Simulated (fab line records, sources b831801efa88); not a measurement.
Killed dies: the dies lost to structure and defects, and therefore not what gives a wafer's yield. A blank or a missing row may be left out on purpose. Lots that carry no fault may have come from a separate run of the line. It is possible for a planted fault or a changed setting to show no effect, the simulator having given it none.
Struck lot and sound lot, side by side | flow gf180mcu | 14 steps out of a route of 602
Sound: these wafers, L691.1, L691.5, L691.6. Struck: wafers L680.4, L680.5, L680.6. The cause is named last.
Per side, at each step with rows, come the tool, then ch with its chambers, and then its first start. Under that, the readings that differ: sound wafers | struck wafers | difference of the means | sigmas: that difference in standard deviations of wafers without a fault.
alike: readings whose means differ by less than 2 such deviations, and words and numbers that are the same on both sides. not compared: withheld readings, readings that some wafer has no value for, bounds like >300 that may hide the same value, and numbers for which the record gives no deviation and whose values overlap.
Wherever a step has rows on one side only, a row that says differs or no value, or a row with sigmas, the two part there. Numbers that have no deviation but don't overlap get no sigmas and don't part them. A reading missing from all wafers of one side parts the sides only when that side holds two or more wafers.

first, 4 steps without rows for these wafers: GF_V4_STRIP_19 (strips in post etch residue remover, time 1200 s); GF_V4_CLEAN_20 (cleans in DIW); GF_V4_SPUTTER_21 (material Ti, target thk 15 nm, time 80.02 s); GF_V4_SPUTTER_22 (material TiN, target thk 10 nm, time 40 s).
GF_V4_CVD_23: deposits W, target thk 350 nm, time 104.9 s.
  sound on cvd-w-02 ch 0,1, day 29 13:15; struck on cvd-w-02 ch 0,1, day 26 04:01
  alike: chamber-pressure-Torr, heater-power-w
GF_V4_RS_MEAS_24: uses a four-point probe to measure.
  sound on film-metro-01 at day 29 13:22; struck on film-metro-04 at day 26 04:09
  alike: V4_W_RS
GF_V4_THK_MEAS_25: measures by xrf.
  sound on film-metro-01 at day 29 13:29; struck on film-metro-04 at day 26 04:14
  alike: V4_W_THK
then, 1 step without rows for these wafers: GF_V4_CMP_26 (polishes, stops on SiO2, t overpolish 15 s, target thk 0 nm).
GF_MIM_SPUTTER_00: material Ti, target thk 37.5 nm, time 150 s.
  sound on pvd-sputter-04 at day 29 13:50; struck on pvd-sputter-03 at day 26 04:34
  alike: cathode-dc-power-W, chamber-pressure-pa, throttle-valve-pct
then, 1 step without rows for these wafers: GF_MIM_SPUTTER_01 (material TiN, target thk 30 nm, time 25 s).
GF_MIM_SPUTTER_02: material AlCu, target thk 450 nm, time 23.9 s.
  sound on pvd-sputter-04 at day 29 13:58; struck on pvd-sputter-03 at day 26 04:42
  alike: cathode-dc-power-W, chamber-pressure-pa, throttle-valve-pct
GF_MIM_SPUTTER_03: material Ti, target thk 10 nm, time 6.7 s.
  sound on pvd-sputter-04 at day 29 14:00; struck on pvd-sputter-03 at day 26 04:44
  alike: cathode-dc-power-W, chamber-pressure-pa, throttle-valve-pct
GF_MIM_SPUTTER_04: material TiN, target thk 50 nm, time 41.7 s.
  sound on pvd-sputter-04 at day 29 14:01; struck on pvd-sputter-03 at day 26 04:45
  no value came back on the struck wafers for cathode-dc-power-W (W), chamber-pressure-pa (Pa), throttle-valve-pct (%); on the sound wafers cathode-dc-power-W (W) reads 6499.7 6500.9 6499.9
GF_MIM_CVD_05: deposits Si3N4, target thk 42 nm, time 29.086 s.
  sound on pecvd-04 ch 1,2, day 29 14:04; struck on pecvd-03 ch 0,1,2, day 26 04:48
  alike: heater-power-w

WHERE THEY PART
GF_MIM_SPUTTER_04 only, going by this record. Later steps at which nothing parts them and some readings are alike: GF_MIM_CVD_05.

WHY: the cause the simulator had injected
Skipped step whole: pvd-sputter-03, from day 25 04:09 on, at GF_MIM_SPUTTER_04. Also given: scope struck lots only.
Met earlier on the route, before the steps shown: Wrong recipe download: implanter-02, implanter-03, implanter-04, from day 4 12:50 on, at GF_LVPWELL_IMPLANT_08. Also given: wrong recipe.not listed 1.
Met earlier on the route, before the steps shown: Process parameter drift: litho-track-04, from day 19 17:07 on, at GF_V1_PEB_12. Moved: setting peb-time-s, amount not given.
